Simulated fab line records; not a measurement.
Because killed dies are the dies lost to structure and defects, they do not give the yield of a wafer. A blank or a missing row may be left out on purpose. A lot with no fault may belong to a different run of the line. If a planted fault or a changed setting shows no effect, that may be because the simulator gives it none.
Which of the tools did it? + flow gf180mcu + Sampling: 6 lots, 18 wafers, 4 of 602 route steps

## WHAT THE GAUGES READ, wafer by wafer
GF_PASSIVATION_THK_MEAS_01.
| lot  | measured     | on           | PASSIVATION_CVD_00_THK (nm) |
|------|--------------|--------------|-----------------------------|
| L184 | day 29 04:53 | filmMetro-01 | 976 1009 996                |
| L186 | day 29 23:25 | filmMetro-01 | 978 990 1002                |
| L189 | day 31 08:23 | filmMetro-03 | 996 986 1010                |
| L192 | day 31 19:37 | filmMetro-03 | 986 1003 1007               |
| L195 | day 32 10:35 | filmMetro-02 | 975 1015 994                |
| L200 | day 33 11:19 | filmMetro-02 | 979 988 991                 |

## EACH LOT AND THE TOOL THAT RAN IT (in order: tool; ch and the chambers of the sampled wafers; start)
| lot  | GF_M2_SPUTTER_01            | GF_MIM_SPUTTER_01           | GF_MIM_SPUTTER_02           |
|------|-----------------------------|-----------------------------|-----------------------------|
| L184 | pvdSputter-04, day 19 07:29 | pvdSputter-02, day 25 13:11 | pvdSputter-02, day 25 13:13 |
| L186 | pvdSputter-03, day 20 06:41 | pvdSputter-02, day 26 10:05 | pvdSputter-02, day 26 10:07 |
| L189 | pvdSputter-03, day 22 02:29 | pvdSputter-02, day 28 00:04 | pvdSputter-02, day 28 00:06 |
| L192 | pvdSputter-01, day 22 15:56 | pvdSputter-04, day 28 12:11 | pvdSputter-04, day 28 12:13 |
| L195 | pvdSputter-04, day 23 11:22 | pvdSputter-04, day 29 04:26 | pvdSputter-04, day 29 04:28 |
| L200 | pvdSputter-04, day 24 22:47 | pvdSputter-01, day 30 09:29 | pvdSputter-01, day 30 09:31 |
- GF_M2_SPUTTER_01: material TiN, target thk 30 nm, time 25 s.
- GF_MIM_SPUTTER_01: material TiN, target thk 30 nm, time 25 s.
- GF_MIM_SPUTTER_02: material AlCu, target thk 450 nm, time 23.9 s.

## THE ANSWER, worked out from the rows above alone
Rule: what is usual is taken from the lots themselves. Put in order of their means at a reading, lots are off if they are a third of the lots or fewer, leave a main group of 4 or more, and stand apart from it by a gap of 3 or more times the standard deviation of the main group's means; of several such gaps the widest counts. A main group whose means are all the same, to the digits that the tables above print for the reading, isn't used. A lot without any number at a reading at which 4 lots or more have one is off too. The other lots that the step has rows for count as sound.
Nothing can be told from this: no lot is off at any reading shown.

## WHAT THE SIMULATOR HAD PUT IN
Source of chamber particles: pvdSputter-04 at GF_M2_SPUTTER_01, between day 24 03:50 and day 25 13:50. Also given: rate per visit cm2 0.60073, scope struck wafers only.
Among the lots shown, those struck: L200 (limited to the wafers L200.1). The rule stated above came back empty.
